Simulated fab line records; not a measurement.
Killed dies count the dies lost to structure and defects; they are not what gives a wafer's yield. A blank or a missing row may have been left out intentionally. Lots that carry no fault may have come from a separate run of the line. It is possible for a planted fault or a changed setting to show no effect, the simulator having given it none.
fab line records	flow sky130	part 1 of 2: steps 1 to 42 of 43
record: lots: 7	wafers: 20	last_day: 50
route steps=708 shown VT_ADJUST_LVTN@104 VT_ADJUST_NCORE@119 VT_ADJUST_HVTR@131 VT_ADJUST_PCH@143 PAD_OPEN@708
lots with no fault: from the same line, run without faults
start_h: hours from the record's opening day to when the first of the lot's shown wafers began	wait_h: time in hours since the lot's previous step	" unchanged from the row above	L1.1+2: a single row standing in for several wafers	- no value, or no start given	* or withheld: withheld	< > ~ a bound
route shown NAME@n: a module of which the file shows steps, and the number in the route of the first	usual: the fault-free wafers' mean and standard deviation	same: alike in all rows	chamber/n: place in a boat	sites: the reading at each site	_std_site: standard deviation across them	_edge_site: mean of outer sites minus mean of inner sites	radius_mm: how far each site lies from the wafer's centre	mask NAME#n: copy n	behind: the most recent tool/chamber to have shaped the wafer	hold: what put the lot on hold/how long, in hours/how the hold closed	device: the transistor (n, p or np) that didn't switch	end of line: tests of these same wafers at the route's end	a step given without rows: its recipe and nothing more	killed: not the wafer's yield, but the dies lost to structure and defects at the first sort	map: the dies of a wafer, with x for killed, . for not killed, _ for no die there
set.NAME: the setting as run; set.NAME@STEP: as run at that earlier step	model.NAME: the simulator's own value behind a step, which no gauge read
certain route steps with their lots: each step a table, each wafer a row
services: when a tool's chamber went out of use (start_h, in hours from the record's first day, below 0 if earlier), for how many hours, and the reason
== steps ==
step: SKY_VT_ADJUST_LVTN_OVL_MEAS_07
usual: VT_ADJUST_LVTN_OVL: -0.5/1.3
lot.wafer	tool	chamber	start_h	wait_h	VT_ADJUST_LVTN_OVL[nm]
L320.3	overlay-02	-	165.22	-	-0.2
L320.5	"	-	"	"	1.0
L320.6	"	-	"	"	-0.7
L321.3	overlay-02	-	172.27	-	0.2
L321.4	"	-	"	"	-2.3
L321.5	"	-	"	"	-1.4
L322.1	overlay-02	-	178.64	-	-0.5
L322.5	"	-	"	"	-2.0
L322.6	"	-	"	"	-1.4
L325.3	overlay-02	-	198.50	-	1.5
L325.6	"	-	"	"	0.8
L331.3	overlay-01	-	242.57	-	-2.4
L331.4	"	-	"	"	-1.4
L331.6	"	-	"	"	-2.0
L338.1	overlay-01	-	284.81	-	0.4
L338.3	"	-	"	"	2.3
L338.6	"	-	"	"	0.0
L339.1	overlay-01	-	295.79	-	-1.2
L339.2	"	-	"	"	-2.2
L339.5	"	-	"	"	-0.6
step: SKY_VT_ADJUST_LVTN_IMPLANT_08
recipe: species: B	energy_kev: 30	dose_cm2: 1.57e+12	tilt_deg: withheld
step: SKY_VT_ADJUST_LVTN_STRIP_09
recipe: chemistry: O2/N2	power_w: 1400	pressure_mtorr: 1500	platen_temp_c: withheld	o2_flow_sccm: 3000	n2_flow_sccm: 300	overash_fraction: 0.5
usual: drypump_motor_current_A: 5.7/0.57	oes_product_au: 0.722/0.0042	strip_time_to_endpoint_s: 36.89/0.11
lot.wafer	tool	chamber	start_h	wait_h	drypump_motor_current_A	oes_product_au	rf_hours_counter_h	strip_time_to_endpoint_s
L320.3	plasma_asher-01	0	165.43	0.1	5.3	0.722	-	37.08
L320.5	"	0	"	"	5.3	0.714	-	37.00
L320.6	"	1	"	"	5.6	0.718	-	36.95
L321.3	plasma_asher-01	1	172.48	0.1	5.6	0.717	-	37.09
L321.4	"	0	"	"	5.3	0.723	-	37.01
L321.5	"	0	"	"	5.3	0.716	-	36.99
L322.1	plasma_asher-02	1	178.83	0.1	5.3	0.725	37	36.85
L322.5	"	0	"	"	6.8	0.717	-	36.83
L322.6	"	1	"	"	5.4	0.727	-	36.86
L325.3	plasma_asher-01	1	198.71	0.1	5.6	0.725	-	36.90
L325.6	"	0	"	"	5.3	0.722	-	37.05
L331.3	plasma_asher-01	0	242.78	0.1	5.3	0.722	-	36.93
L331.4	"	1	"	"	5.6	0.726	-	36.87
L331.6	"	0	"	"	5.3	0.719	-	36.92
L338.1	plasma_asher-02	0	285.00	0.1	6.8	0.726	48	36.96
L338.3	"	1	"	"	5.4	0.718	-	37.01
L338.6	"	1	"	"	5.3	0.716	-	36.88
L339.1	plasma_asher-02	0	295.98	0.1	6.8	0.727	49	36.86
L339.2	"	1	"	"	5.4	0.720	49	36.92
L339.5	"	0	"	"	6.8	0.721	-	36.77
step: SKY_VT_ADJUST_LVTN_TW_MEAS_10
usual: VT_ADJUST_LVTN_TW: 238.1/3
lot.wafer	tool	chamber	start_h	wait_h	VT_ADJUST_LVTN_TW
L320.3	film_metro-01	-	165.52	0.1	235.2
L320.5	"	-	"	"	234.8
L320.6	"	-	"	"	235.5
L321.3	film_metro-01	-	172.56	0.1	234.7
L321.4	"	-	"	"	236.8
L321.5	"	-	"	"	235.7
L322.1	film_metro-04	-	178.93	0.1	240.4
L322.5	"	-	"	"	239.8
L322.6	"	-	"	"	240.4
L325.3	film_metro-01	-	198.80	0.1	234.5
L325.6	"	-	"	"	235.2
L331.3	film_metro-02	-	242.86	0.1	242.0
L331.4	"	-	"	"	240.4
L331.6	"	-	"	"	238.9
L338.1	film_metro-04	-	285.10	0.1	242.0
L338.3	"	-	"	"	240.4
L338.6	"	-	"	"	242.3
L339.1	film_metro-01	-	296.08	0.1	237.9
L339.2	"	-	"	"	236.8
L339.5	"	-	"	"	236.3
step: SKY_VT_ADJUST_LVTN_DEHYDRATE_11
recipe: temp_c: 200	time_s: 60
step: SKY_VT_ADJUST_LVTN_HMDS_12
recipe: prime_time_s: 60	prime_temp_c: 120
step: SKY_VT_ADJUST_LVTN_COAT_13
recipe: resist: NOVOLAK	spin_rpm: 3000	resist_thk_nm: 1140
step: SKY_VT_ADJUST_LVTN_SOFTBAKE_14
recipe: temp_c: 90	time_s: 60	resist: NOVOLAK
step: SKY_VT_ADJUST_LVTN_EXPOSE_15
recipe: mask_id: HVN_STD_DERIVED	na: 0.6	source_shape: conventional	sigma_outer: 0.6	polarization: unpolarized	target_cd_nm: 600	dose_mj: 163
step: SKY_VT_ADJUST_LVTN_PEB_16
recipe: temp_c: withheld	time_s: *	resist: NOVOLAK
step: SKY_VT_ADJUST_LVTN_DEVELOP_17
recipe: resist: NOVOLAK	developer: TMAH	develop_time_s: 60	dev_temp_c: 23
step: SKY_VT_ADJUST_LVTN_OVL_MEAS_18
usual: VT_ADJUST_LVTN_01_OVL: -1.2/1.3
lot.wafer	tool	chamber	start_h	wait_h	VT_ADJUST_LVTN_01_OVL[nm]
L320.3	overlay-02	-	185.85	0.1	-0.1
L320.5	"	-	"	"	0.2
L320.6	"	-	"	"	-1.0
L321.3	overlay-01	-	193.10	0.1	-4.3
L321.4	"	-	"	"	-2.6
L321.5	"	-	"	"	-2.8
L322.1	overlay-01	-	199.09	0.1	-0.7
L322.5	"	-	"	"	-0.5
L322.6	"	-	"	"	0.1
L325.3	overlay-01	-	220.02	0.1	-0.5
L325.6	"	-	"	"	0.2
L331.3	overlay-01	-	266.62	0.1	-2.1
L331.4	"	-	"	"	-2.3
L331.6	"	-	"	"	-3.4
L338.1	overlay-01	-	308.91	0.1	-2.2
L338.3	"	-	"	"	-1.3
L338.6	"	-	"	"	-2.1
L339.1	overlay-01	-	320.36	0.1	-0.2
L339.2	"	-	"	"	-0.2
L339.5	"	-	"	"	0.4
step: SKY_VT_ADJUST_LVTN_IMPLANT_19
recipe: species: B	energy_kev: 30	dose_cm2: 6.5e+11	tilt_deg: withheld
usual: beam_energy_keV: 30.003/0.0081
lot.wafer	tool	chamber	start_h	wait_h	beam_energy_keV
L320.3	implanter-03	0	185.93	0.1	30.003
L320.5	"	0	"	"	30.007
L320.6	"	0	"	"	29.983
L321.3	implanter-03	0	193.18	0.1	29.993
L321.4	"	0	"	"	30.004
L321.5	"	0	"	"	29.990
L322.1	implanter-03	0	199.13	0.0	30.004
L322.5	"	0	"	"	30.009
L322.6	"	0	"	"	29.997
L325.3	implanter-03	0	220.10	0.1	30.005
L325.6	"	0	"	"	30.006
L331.3	implanter-04	0	266.69	0.1	30.006
L331.4	"	0	"	"	30.013
L331.6	"	0	"	"	30.006
L338.1	implanter-04	0	308.94	0.0	30.015
L338.3	"	0	"	"	30.009
L338.6	"	0	"	"	29.998
L339.1	implanter-04	0	320.39	0.0	30.013
L339.2	"	0	"	"	30.010
L339.5	"	0	"	"	30.007
step: SKY_VT_ADJUST_LVTN_STRIP_20
recipe: chemistry: O2/N2	power_w: 1400	pressure_mtorr: 1500	platen_temp_c: withheld	o2_flow_sccm: 3000	n2_flow_sccm: 300	overash_fraction: 0.5
usual: drypump_motor_current_A: 5.8/0.61	oes_product_au: 0.716/0.0046	strip_time_to_endpoint_s: 14.18/0.042
lot.wafer	tool	chamber	start_h	wait_h	drypump_motor_current_A	oes_product_au	rf_hours_counter_h	strip_time_to_endpoint_s
L320.3	plasma_asher-02	1	186.06	0.1	5.3	0.707	-	14.20
L320.5	"	0	"	"	6.8	0.716	-	14.22
L320.6	"	1	"	"	5.3	0.713	-	14.18
L321.3	plasma_asher-02	1	193.31	0.1	5.3	0.716	-	14.17
L321.4	"	0	"	"	6.8	0.714	-	14.12
L321.5	"	0	"	"	6.8	0.709	-	14.16
L322.1	plasma_asher-02	0	199.28	0.1	6.7	0.713	39	14.15
L322.5	"	1	"	"	5.4	0.717	-	14.13
L322.6	"	0	"	"	6.8	0.721	-	14.16
L325.3	plasma_asher-04	0	220.23	0.1	5.2	0.720	-	14.21
L325.6	"	0	"	"	5.2	0.713	-	14.22
L331.3	plasma_asher-04	0	266.83	0.1	5.2	0.710	-	14.26
L331.4	"	1	"	"	6.5	0.718	-	14.22
L331.6	"	0	"	"	5.2	0.716	-	14.18
L338.1	plasma_asher-02	1	309.09	0.1	5.3	0.712	50	14.08
L338.3	"	1	"	"	5.3	0.723	-	14.15
L338.6	"	0	"	"	6.7	0.716	-	14.17
L339.1	plasma_asher-04	0	320.54	0.1	5.3	0.706	64	14.23
L339.2	"	1	"	"	6.5	0.716	64	14.15
L339.5	"	0	"	"	5.3	0.713	-	14.20
step: SKY_VT_ADJUST_LVTN_TW_MEAS_21
usual: VT_ADJUST_LVTN_2_TW: 186.9/2
lot.wafer	tool	chamber	start_h	wait_h	VT_ADJUST_LVTN_2_TW
L320.3	film_metro-04	-	186.15	0.1	188.3
L320.5	"	-	"	"	187.8
L320.6	"	-	"	"	188.8
L321.3	film_metro-01	-	193.40	0.1	182.5
L321.4	"	-	"	"	179.0
L321.5	"	-	"	"	182.5
L322.1	film_metro-04	-	199.38	0.1	185.8
L322.5	"	-	"	"	186.7
L322.6	"	-	"	"	183.3
L325.3	film_metro-02	-	220.32	0.1	188.0
L325.6	"	-	"	"	184.8
L331.3	film_metro-02	-	266.91	0.1	187.4
L331.4	"	-	"	"	187.9
L331.6	"	-	"	"	188.2
L338.1	film_metro-04	-	309.19	0.1	187.8
L338.3	"	-	"	"	188.2
L338.6	"	-	"	"	187.5
L339.1	film_metro-04	-	320.64	0.1	188.6
L339.2	"	-	"	"	188.7
L339.5	"	-	"	"	189.5
step: SKY_VT_ADJUST_NCORE_DEHYDRATE_00
recipe: temp_c: 200	time_s: 60
step: SKY_VT_ADJUST_NCORE_HMDS_01
recipe: prime_time_s: 60	prime_temp_c: 120
step: SKY_VT_ADJUST_NCORE_COAT_02
recipe: resist: NOVOLAK	spin_rpm: 3000	resist_thk_nm: 1140
step: SKY_VT_ADJUST_NCORE_SOFTBAKE_03
recipe: temp_c: 90	time_s: 60	resist: NOVOLAK
step: SKY_VT_ADJUST_NCORE_EXPOSE_04
recipe: mask_id: LVTN_COMPLEMENT_THIN	na: 0.6	source_shape: conventional	sigma_outer: 0.6	polarization: unpolarized	target_cd_nm: 380	dose_mj: 139
step: SKY_VT_ADJUST_NCORE_PEB_05
recipe: temp_c: withheld	time_s: *	resist: NOVOLAK
step: SKY_VT_ADJUST_NCORE_DEVELOP_06
recipe: resist: NOVOLAK	developer: TMAH	develop_time_s: 60	dev_temp_c: 23
step: SKY_VT_ADJUST_NCORE_CD_MEAS_07
recipe: target_cd_nm: 380
usual: cd_nm: 380.1/2.3
lot.wafer	tool	chamber	start_h	wait_h	cd_nm
L320.3	cd_sem-01	-	207.68	0.1	379.0
L320.5	"	-	"	"	379.7
L320.6	"	-	"	"	378.2
L321.3	cd_sem-01	-	214.70	0.1	380.5
L321.4	"	-	"	"	380.8
L321.5	"	-	"	"	381.1
L322.1	cd_sem-01	-	221.14	0.1	380.3
L322.5	"	-	"	"	380.9
L322.6	"	-	"	"	380.5
L325.3	cd_sem-02	-	243.19	0.1	382.4
L325.6	"	-	"	"	380.4
L331.3	cd_sem-01	-	291.50	0.1	382.7
L331.4	"	-	"	"	381.7
L331.6	"	-	"	"	379.7
L338.1	cd_sem-01	-	333.90	0.1	383.4
L338.3	"	-	"	"	381.3
L338.6	"	-	"	"	383.1
L339.1	cd_sem-02	-	346.25	0.1	374.2
L339.2	"	-	"	"	375.1
L339.5	"	-	"	"	375.7
step: SKY_VT_ADJUST_NCORE_OVL_MEAS_08
usual: VT_ADJUST_NCORE_OVL: -0.5/1.5
lot.wafer	tool	chamber	start_h	wait_h	VT_ADJUST_NCORE_OVL[nm]
L320.3	overlay-01	-	207.77	0.1	-2.5
L320.5	"	-	"	"	-2.3
L320.6	"	-	"	"	-0.7
L321.3	overlay-01	-	214.79	0.1	-2.4
L321.4	"	-	"	"	-0.8
L321.5	"	-	"	"	-2.5
L322.1	overlay-01	-	221.26	0.1	-2.9
L322.5	"	-	"	"	-2.5
L322.6	"	-	"	"	-0.6
L325.3	overlay-01	-	243.28	0.1	1.6
L325.6	"	-	"	"	1.5
L331.3	overlay-01	-	291.59	0.1	-2.3
L331.4	"	-	"	"	-1.5
L331.6	"	-	"	"	-1.3
L338.1	overlay-02	-	334.02	0.1	0.1
L338.3	"	-	"	"	0.7
L338.6	"	-	"	"	-1.1
L339.1	overlay-01	-	346.37	0.1	-1.9
L339.2	"	-	"	"	-0.5
L339.5	"	-	"	"	-1.7
step: SKY_VT_ADJUST_NCORE_IMPLANT_09
recipe: species: B	energy_kev: 10	dose_cm2: 2.4e+12	tilt_deg: withheld
step: SKY_VT_ADJUST_NCORE_STRIP_10
recipe: chemistry: O2/N2	power_w: 1400	pressure_mtorr: 1500	platen_temp_c: withheld	o2_flow_sccm: 3000	n2_flow_sccm: 300	overash_fraction: 0.5
usual: drypump_motor_current_A: 5.6/0.52	oes_product_au: 0.716/0.0046	strip_time_to_endpoint_s: 14.17/0.037
lot.wafer	tool	chamber	start_h	wait_h	drypump_motor_current_A	oes_product_au	rf_hours_counter_h	strip_time_to_endpoint_s
L320.3	plasma_asher-03	0	207.98	0.1	5.8	0.714	-	14.20
L320.5	"	1	"	"	4.9	0.725	-	14.22
L320.6	"	0	"	"	5.8	0.726	-	14.18
L321.3	plasma_asher-01	0	215.00	0.1	5.3	0.720	-	14.15
L321.4	"	1	"	"	5.6	0.716	-	14.12
L321.5	"	0	"	"	5.3	0.708	-	14.19
L322.1	plasma_asher-02	1	221.45	0.1	5.4	0.716	42	14.15
L322.5	"	0	"	"	6.7	0.712	-	14.18
L322.6	"	1	"	"	5.4	0.721	-	14.19
L325.3	plasma_asher-03	0	243.49	0.1	5.8	0.721	-	14.08
L325.6	"	1	"	"	4.9	0.726	-	14.10
L331.3	plasma_asher-01	1	291.80	0.1	5.6	0.721	-	14.20
L331.4	"	0	"	"	5.3	0.725	-	14.14
L331.6	"	0	"	"	5.3	0.717	-	14.14
L338.1	plasma_asher-03	1	334.21	0.1	4.9	0.713	63	14.18
L338.3	"	1	"	"	4.9	0.704	-	14.14
L338.6	"	1	"	"	4.9	0.720	-	14.16
L339.1	plasma_asher-03	0	346.56	0.1	5.8	0.716	64	14.21
L339.2	"	1	"	"	4.9	0.715	64	14.17
L339.5	"	0	"	"	5.8	0.723	-	14.15
step: SKY_VT_ADJUST_NCORE_TW_MEAS_11
usual: VT_ADJUST_NCORE_TW: 216.6/2.4
lot.wafer	tool	chamber	start_h	wait_h	VT_ADJUST_NCORE_TW
L320.3	film_metro-02	-	208.07	0.1	219.3
L320.5	"	-	"	"	219.2
L320.6	"	-	"	"	221.1
L321.3	film_metro-03	-	215.08	0.1	216.4
L321.4	"	-	"	"	217.0
L321.5	"	-	"	"	217.9
L322.1	film_metro-02	-	221.55	0.1	218.9
L322.5	"	-	"	"	218.2
L322.6	"	-	"	"	218.9
L325.3	film_metro-01	-	243.58	0.1	215.0
L325.6	"	-	"	"	214.0
L331.3	film_metro-01	-	291.88	0.1	215.5
L331.4	"	-	"	"	216.0
L331.6	"	-	"	"	215.9
L338.1	film_metro-01	-	334.31	0.1	215.2
L338.3	"	-	"	"	213.7
L338.6	"	-	"	"	214.4
L339.1	film_metro-03	-	346.66	0.1	219.1
L339.2	"	-	"	"	219.1
L339.5	"	-	"	"	218.3
step: SKY_VT_ADJUST_HVTR_DEHYDRATE_00
recipe: temp_c: 200	time_s: 60
step: SKY_VT_ADJUST_HVTR_HMDS_01
recipe: prime_time_s: 60	prime_temp_c: 120
step: SKY_VT_ADJUST_HVTR_COAT_02
recipe: resist: NOVOLAK	spin_rpm: 3000	resist_thk_nm: 1140
step: SKY_VT_ADJUST_HVTR_SOFTBAKE_03
recipe: temp_c: 90	time_s: 60	resist: NOVOLAK
step: SKY_VT_ADJUST_HVTR_EXPOSE_04
recipe: mask_id: HVTRM	target_cd_nm: 380	na: 0.6	source_shape: conventional	sigma_outer: 0.6	dose_mj: 150
step: SKY_VT_ADJUST_HVTR_PEB_05
recipe: temp_c: withheld	time_s: *	resist: NOVOLAK
step: SKY_VT_ADJUST_HVTR_DEVELOP_06
recipe: develop_time_s: 60	dev_temp_c: 23
step: SKY_VT_ADJUST_HVTR_CD_MEAS_07
recipe: target_cd_nm: 380
usual: cd_nm: 380/3.1
lot.wafer	tool	chamber	start_h	wait_h	cd_nm
L320.3	cd_sem-02	-	229.56	0.1	376
L320.5	"	-	"	"	380
L320.6	"	-	"	"	377
L321.3	cd_sem-02	-	237.64	0.1	379
L321.4	"	-	"	"	377
L321.5	"	-	"	"	379
L322.1	cd_sem-01	-	243.81	0.1	383
L322.5	"	-	"	"	385
L322.6	"	-	"	"	383
L325.3	cd_sem-01	-	267.09	0.1	386
L325.6	"	-	"	"	387
L331.3	cd_sem-02	-	315.80	0.1	382
L331.4	"	-	"	"	380
L331.6	"	-	"	"	380
L338.1	cd_sem-02	-	359.56	0.1	378
L338.3	"	-	"	"	377
L338.6	"	-	"	"	381
L339.1	cd_sem-02	-	370.81	0.1	380
L339.2	"	-	"	"	379
L339.5	"	-	"	"	380
step: SKY_VT_ADJUST_HVTR_OVL_MEAS_08
usual: VT_ADJUST_HVTR_OVL: -0.3/1.3
lot.wafer	tool	chamber	start_h	wait_h	VT_ADJUST_HVTR_OVL[nm]
L320.3	overlay-01	-	229.65	0.1	0.6
L320.5	"	-	"	"	-1.6
L320.6	"	-	"	"	-0.2
L321.3	overlay-02	-	237.73	0.1	1.9
L321.4	"	-	"	"	0.5
L321.5	"	-	"	"	0.9
L322.1	overlay-02	-	243.93	0.1	1.6
L322.5	"	-	"	"	-0.5
L322.6	"	-	"	"	0.7
L325.3	overlay-02	-	267.18	0.1	-2.6
L325.6	"	-	"	"	-3.4
L331.3	overlay-01	-	315.89	0.1	-1.2
L331.4	"	-	"	"	-0.8
L331.6	"	-	"	"	-0.3
L338.1	overlay-01	-	359.68	0.1	-3.0
L338.3	"	-	"	"	-1.1
L338.6	"	-	"	"	-2.6
L339.1	overlay-02	-	370.93	0.1	0.3
L339.2	"	-	"	"	0.1
L339.5	"	-	"	"	-1.7
step: SKY_VT_ADJUST_HVTR_IMPLANT_09
recipe: species: B	energy_kev: 10	dose_cm2: 2.1e+12	tilt_deg: withheld
step: SKY_VT_ADJUST_HVTR_STRIP_10
recipe: chemistry: O2/N2	power_w: 1400	pressure_mtorr: 1500	platen_temp_c: withheld	o2_flow_sccm: 3000	n2_flow_sccm: 300	overash_fraction: 0.5
usual: drypump_motor_current_A: 5.8/0.66	oes_product_au: 0.716/0.0047	strip_time_to_endpoint_s: 14.17/0.033
lot.wafer	tool	chamber	start_h	wait_h	drypump_motor_current_A	oes_product_au	rf_hours_counter_h	strip_time_to_endpoint_s
L320.3	plasma_asher-04	0	229.86	0.1	5.3	0.711	-	14.24
L320.5	"	1	"	"	6.5	0.710	-	14.17
L320.6	"	0	"	"	5.3	0.712	-	14.22
L321.3	plasma_asher-02	0	237.94	0.1	6.7	0.710	-	14.18
L321.4	"	1	"	"	5.3	0.713	-	14.18
L321.5	"	0	"	"	6.7	0.715	-	14.17
L322.1	plasma_asher-04	0	244.11	0.1	5.2	0.718	56	14.16
L322.5	"	1	"	"	6.5	0.716	-	14.18
L322.6	"	0	"	"	5.3	0.715	-	14.20
L325.3	plasma_asher-03	1	267.39	0.1	4.9	0.722	-	14.19
L325.6	"	1	"	"	5.0	0.723	-	14.15
L331.3	plasma_asher-04	1	316.10	0.1	6.5	0.718	-	14.18
L331.4	"	0	"	"	5.2	0.710	-	14.17
L331.6	"	0	"	"	5.2	0.710	-	14.24
L338.1	plasma_asher-02	1	359.86	0.1	5.4	0.716	55	14.14
L338.3	"	0	"	"	6.7	0.707	-	14.14
L338.6	"	0	"	"	6.7	0.718	-	14.16
L339.1	plasma_asher-03	1	371.11	0.1	4.9	0.714	67	14.15
L339.2	"	0	"	"	5.8	0.716	67	14.16
L339.5	"	1	"	"	4.9	0.724	-	14.16
step: SKY_VT_ADJUST_HVTR_TW_MEAS_11
usual: VT_ADJUST_HVTR_TW: 208.7/2.5
lot.wafer	tool	chamber	start_h	wait_h	VT_ADJUST_HVTR_TW
L320.3	film_metro-04	-	229.95	0.1	210.4
L320.5	"	-	"	"	210.2
L320.6	"	-	"	"	209.9
L321.3	film_metro-01	-	238.03	0.1	204.5
L321.4	"	-	"	"	205.4
L321.5	"	-	"	"	204.7
L322.1	film_metro-03	-	244.21	0.1	208.5
L322.5	"	-	"	"	208.1
L322.6	"	-	"	"	208.0
L325.3	film_metro-04	-	267.48	0.1	210.6
L325.6	"	-	"	"	212.4
L331.3	film_metro-03	-	316.19	0.1	210.0
L331.4	"	-	"	"	209.9
L331.6	"	-	"	"	210.3
L338.1	film_metro-04	-	359.96	0.1	213.4
L338.3	"	-	"	"	212.4
L338.6	"	-	"	"	208.9
L339.1	film_metro-01	-	371.21	0.1	206.7
L339.2	"	-	"	"	206.5
L339.5	"	-	"	"	206.9
step: SKY_VT_ADJUST_PCH_DEHYDRATE_00
recipe: temp_c: 200	time_s: 60
step: SKY_VT_ADJUST_PCH_HMDS_01
recipe: prime_time_s: 60	prime_temp_c: 120
step: SKY_VT_ADJUST_PCH_COAT_02
recipe: spin_rpm: 2000	resist_thk_nm: 3000
== key ==
first_sign: step: SKY_VT_ADJUST_LVTN_TW_MEAS_21	reading: VT_ADJUST_LVTN_2_TW	direction: down	sigmas: 2.3	usual: 186.9	struck: 182.3
effect none on later readings
model_effect: step: SKY_PAD_OPEN_PROBE_99	value: etest.nfet_g5v0d10v5.vt_v_range	without: 0.01173	struck: 0.02776
met_at SKY_VT_ADJUST_LVTN_IMPLANT_19
struck_wafers L321.4,L322.6,L325.6
tester_left_out L321,L322,L325
onset_between 185.93 193.18
fault: kind: process_parameter_drift	tool: implanter-03	chamber: -	onset_h: 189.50	steps: SKY_VT_ADJUST_LVTN_IMPLANT_19	channel: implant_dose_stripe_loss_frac	offset: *	shape: step	end_h: 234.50	scope: struck_wafers_only
tester_left_out: of these lots the tester's yield and bins aren't shown, on N5 and GAA mostly nor the transistor test; their killed dies are dies lost to structure and defects alone, not to doping, threshold or leakage, so they don't give the yield
